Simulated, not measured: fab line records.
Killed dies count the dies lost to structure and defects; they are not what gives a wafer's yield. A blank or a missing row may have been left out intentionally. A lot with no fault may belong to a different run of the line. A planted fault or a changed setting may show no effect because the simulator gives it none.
Struck lot and sound lot, side by side || flow sky130 || 32 out of 708 route steps
Sound: the wafers L247.2, L247.4, L247.6. Struck: wafers L258.4, L258.5 (left out: L258.3, a lot-mate that was not struck); the cause follows at the end.
At each step with rows: each side's tool, then ch and its chambers, then its first start. Under that, the readings that differ: sound wafers || struck wafers || difference of the means || sigmas: that difference in standard deviations of wafers without a fault.
alike: words and numbers the same on both sides, and readings whose means are apart by under 2 such deviations; not compared: readings that were withheld, readings missing a value for some wafer, numbers with overlapping values and no deviation given by the record, and bounds like >300 which may hide the same value.
The two part at a step that has a row with sigmas, a row that says differs or no value, or rows on one side only. Numbers that have no deviation but don't overlap get no sigmas and don't part them. A reading that every wafer of one side lacks parts them only if that side has two wafers or more.

first, 5 steps without rows for these wafers: SKY_VIA1_STRIP_17 (strips in post etch residue remover, time 1200 s); SKY_VIA1_CLEAN_18 (cleans in IPA, time 180 s); SKY_VIA1_CLEAN_19 (cleans in O3/DIW); SKY_VIA1_SPUTTER_20 (material TiN, target thk 20 nm, time 80 s); SKY_VIA1_CVD_21 (deposits W, target thk 270 nm, time 80.902 s).
SKY_VIA1_RS_MEAS_22: a four-point-probe measurement.
  sound on film metro-03, day 34 21:32; struck on film metro-02, day 38 12:17
  alike: VIA1_W_RS
SKY_VIA1_THK_MEAS_23: measures by xrf.
  sound on film metro-03, day 34 21:38; struck on film metro-02, day 38 12:23
  alike: VIA1_W_THK
SKY_VIA1_CMP_24: polishes, stops on SiO2, t overpolish 15 s, target thk 0 nm.
  sound on cmp-02 ch 0,1, day 34 21:41; struck on cmp-01 ch 1,2, day 38 12:31
  alike: motor current A, overpolish run s, time to endpoint s
SKY_METAL2_SPUTTER_00: material Ti, target thk 15 nm, time 10 s.
  sound on pvd sputter-02, day 34 21:59; struck on pvd sputter-02, day 38 12:43
  alike: throttle valve pct
SKY_METAL2_SPUTTER_01: material TiN, target thk 20 nm, time 16.7 s.
  sound on pvd sputter-02, day 34 22:01; struck on pvd sputter-02, day 38 12:44
  alike: throttle valve pct
SKY_METAL2_SPUTTER_02: material AlCu, target thk 250 nm, time 13.3 s.
  sound on pvd sputter-02, day 34 22:02; struck on pvd sputter-02, day 38 12:46
  alike: throttle valve pct
then, 1 step without rows for these wafers: SKY_METAL2_SPUTTER_03 (material Ti, target thk 5 nm, time 3.3 s).
SKY_METAL2_SPUTTER_04: material TiN, target thk 70 nm, time 58.3 s.
  sound on pvd sputter-02, day 34 22:05; struck on pvd sputter-02, day 38 12:49
{"reading": "model.TiN_of_METAL2_SPUTTER_04.thk nm (nm)", "sound": "70.94 69.38 70.09", "struck": "106.5 106.9", "difference": "+36.6", "sigmas": ""}
  alike: throttle valve pct
SKY_METAL2_RS_MEAS_05: a four-point-probe measurement.
  sound on film metro-01, day 34 22:09; struck on film metro-01, day 38 12:54
  alike: METAL2_ALCU_RS
SKY_METAL2_THK_MEAS_06: measures by xrf.
  sound on film metro-01, day 34 22:16; struck on film metro-01, day 38 13:00
{"reading": "METAL2_ALCU_THK (nm)", "sound": "257 260 259", "struck": "240 245", "difference": -16, "sigmas": -5}
then, 8 steps without rows for these wafers: SKY_METAL2_DEHYDRATE_07 (time 60 s); SKY_METAL2_HMDS_08 (prime time 60 s); SKY_METAL2_COAT_09 (resist thk 60 nm); SKY_METAL2_COAT_10 (resist thk 450 nm); SKY_METAL2_SOFTBAKE_11 (time 90 s); SKY_METAL2_EXPOSE_12 (exposes mask MM2, target cd 140 nm); SKY_METAL2_PEB_13; SKY_METAL2_DEVELOP_14 (develop time 60 s).
SKY_METAL2_CD_MEAS_15 targets a cd of 140 nm.
  sound on cd sem-01, day 36 00:50; struck on cd sem-02, day 39 13:49
  alike: cd nm
SKY_METAL2_OVL_MEAS_16:
  sound on overlay-02, day 36 00:56; struck on overlay-01, day 39 13:54
  alike: METAL2_OVL
then, 3 steps without rows for these wafers: SKY_METAL2_DESCUM_17 (chemistry O2, time 8 s); SKY_METAL2_ETCH_18 (etches BARC in N2/H2, stops on SiO2, time 45.9 s, target depth 60 nm); SKY_METAL2_METAL_ETCH_19 (etches the open film in Cl2/BCl3, stops on SiO2, target depth 360 nm, time 78 s).
SKY_METAL2_STRIP_20: strips in O2/N2.
  sound on plasma asher-04 ch 0, day 36 01:09; struck on plasma asher-01 ch 0,1, day 39 14:08
  alike: chamber pressure mTorr, drypump motor current A, oes product au, strip time to endpoint s
  not compared: rf hours counter h
SKY_METAL2_STRIP_21: strips in post etch residue remover, time 1200 s.
  sound on wet bench-02 ch 3, day 36 01:15; struck on wet bench-04 ch 1, day 39 14:13
{"reading": "model.TiN_of_METAL2_SPUTTER_04.thk nm (nm)", "sound": "70.53 68.97 69.68", "struck": "106.1 106.5", "difference": "+36.6", "sigmas": ""}
then, 1 step without rows for these wafers: SKY_METAL2_CLEAN_22 (cleans in IPA, time 180 s).
-- the record jumps here: 10 days lie between the struck wafers' starts before and after (it left off in module METAL2 and takes up again in module PAD_OPEN, whose first step shown is number 708 of the route) --
SKY_PAD_OPEN_PROBE_99:
  sound on prober-01, day 46 15:18; struck on prober-02, day 49 09:38
{"reading": "killed at contacts", "sound": "26 38 32", "struck": "19 21", "difference": -12, "sigmas": -2}
{"reading": "model.etest.via2 chain.rc ohm", "sound": "10.37 10.19 10.53", "struck": "10.63 11.19", "difference": "+0.55", "sigmas": ""}
  alike: defect limited yield, killed_at_M0_to_M3, killed_at_M4_up, killed at front end, killed at other, killed dies, killed open, killed short, sort_bin_3_pad_short, sort_bin_5_function, sort_bin_6_memory, sort n pass, sort yield pct

WHERE THEY PART
First at SKY_METAL2_THK_MEAS_06; last, within this record, at SKY_PAD_OPEN_PROBE_99.

WHY: whatever the simulator had introduced
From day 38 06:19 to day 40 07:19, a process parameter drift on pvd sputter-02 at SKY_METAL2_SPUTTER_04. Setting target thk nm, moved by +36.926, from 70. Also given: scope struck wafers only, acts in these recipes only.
